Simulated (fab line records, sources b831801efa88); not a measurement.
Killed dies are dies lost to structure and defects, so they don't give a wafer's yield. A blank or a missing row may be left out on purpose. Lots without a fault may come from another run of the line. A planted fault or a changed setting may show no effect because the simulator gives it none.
A struck lot beside a sound one | flow sfq_line | 14 steps out of a route of 325
Sound: wafers L851.1, L851.4, L851.5. Struck: wafer L860.6. (L860.2, L860.3 of the same lot were not struck and are left out.) The cause comes at the end.
At each step with rows: each side's tool, then ch and its chambers, then its first start. Under that, the readings that differ: sound wafers | struck wafers | difference of the means | sigmas: that difference in standard deviations of wafers without a fault.
alike: readings whose means differ by less than 2 such deviations, and words and numbers that are the same on both sides. not compared: withheld readings, readings that some wafer has no value for, bounds like >300 that may hide the same value, and numbers for which the record gives no deviation and whose values overlap.
The two part at a step that has a row with sigmas, a row that says differs or no value, or rows on one side only. Numbers that don't overlap but have no deviation are shown without sigmas and don't part them. A reading that every wafer of one side lacks parts them only if that side has two wafers or more.

first, 7 steps without rows for these wafers: SFQ_TRILAYER_JJ_CE_STRIP_SOLV_CLEAN_121 (cleans in NMP, time 600 s); SFQ_TRILAYER_M5_LITHO_COAT_128 (resist thk 62 nm); SFQ_TRILAYER_M5_LITHO_COAT_123 (resist thk 600 nm); SFQ_TRILAYER_M5_LITHO_SOFTBAKE_127; SFQ_TRILAYER_M5_LITHO_EXPOSE_124 (exposes mask M5, target cd 700 nm); SFQ_TRILAYER_M5_LITHO_PEB_126 (peb time 60 s); SFQ_TRILAYER_M5_LITHO_DEVELOP_125 (time 60 s).
SFQ_M5_OVL_MEAS_932:
  sound on overlay-01, day 61 09:34; struck on overlay-01, day 62 07:10
  alike: M5_OVL
SFQ_TRILAYER_M5_BARC_OPEN_METAL_ETCH_161: etches BARC in O2, target depth 125 nm, time 41.7 s.
  sound on rie_metal-02 ch 0, day 61 09:35; struck on rie_metal-01 ch 0, day 62 07:11
  alike: drypump_motor_current_A, oes_product_au
  not compared: rf_hours_counter_h
SFQ_TRILAYER_M5_ETCH_METAL_ETCH_126: etches Nb in Cl2/BCl3, stops on SiO2, time 203.2 s, target depth 265 nm.
  sound on rie_metal-02 ch 0, day 61 09:39; struck on rie_metal-01 ch 0, day 62 07:15
  alike: drypump_motor_current_A, oes_product_au
  not compared: rf_hours_counter_h
SFQ_TRILAYER_M5_STRIP_STRIP_127: strips in O2.
  sound on rie_metal-02 ch 0, day 61 09:51; struck on rie_metal-01 ch 0, day 62 07:27
  reading               | sound             | struck | difference | sigmas
  oes_product_au (a.u.) | 0.985 0.999 0.993 | 1.009  | +0.017     | +2
  alike: drypump_motor_current_A
  not compared: rf_hours_counter_h
then, 1 step without rows for these wafers: SFQ_TRILAYER_M5_STRIP_SOLV_CLEAN_128 (cleans in NMP, time 600 s).
SFQ_TRILAYER_A5B_DEP_PECVD_129: deposits SiO2 from SiH4/N2O, time 133.33 s, target thk 600 nm.
  sound on pecvd-04 ch 0,1,2, day 61 10:38; struck on pecvd-03 ch 2, day 62 08:13
  reading                                              | sound             | struck | difference | sigmas
  run_length_s (s)                                     | 161.4 161.4 161.8 | 171.8  | +10.3      | +17
  model.SiO2_of_TRILAYER_A5B_DEP_PECVD_129.thk_nm (nm) | 592.7 604 605.5   | 654.7  | +54.0      |
  alike: heater_power_w, susceptor_temp_C, throttle_valve_pct
SFQ_TRILAYER_A5B_CMP_CMP_130: polishes, stops on Nb, target thk 340.7 nm.
  sound on cmp-01 ch 0,1,2, day 61 11:14; struck on cmp-01 ch 2, day 63 00:03
  alike: edge_zone_pressure_frac, motor_current_A

WHERE THEY PART
First at SFQ_TRILAYER_M5_STRIP_STRIP_127; last, within this record, at SFQ_TRILAYER_A5B_DEP_PECVD_129. Later steps at which nothing parts them and some readings are alike: SFQ_TRILAYER_A5B_CMP_CMP_130.

WHY: what the simulator had put in
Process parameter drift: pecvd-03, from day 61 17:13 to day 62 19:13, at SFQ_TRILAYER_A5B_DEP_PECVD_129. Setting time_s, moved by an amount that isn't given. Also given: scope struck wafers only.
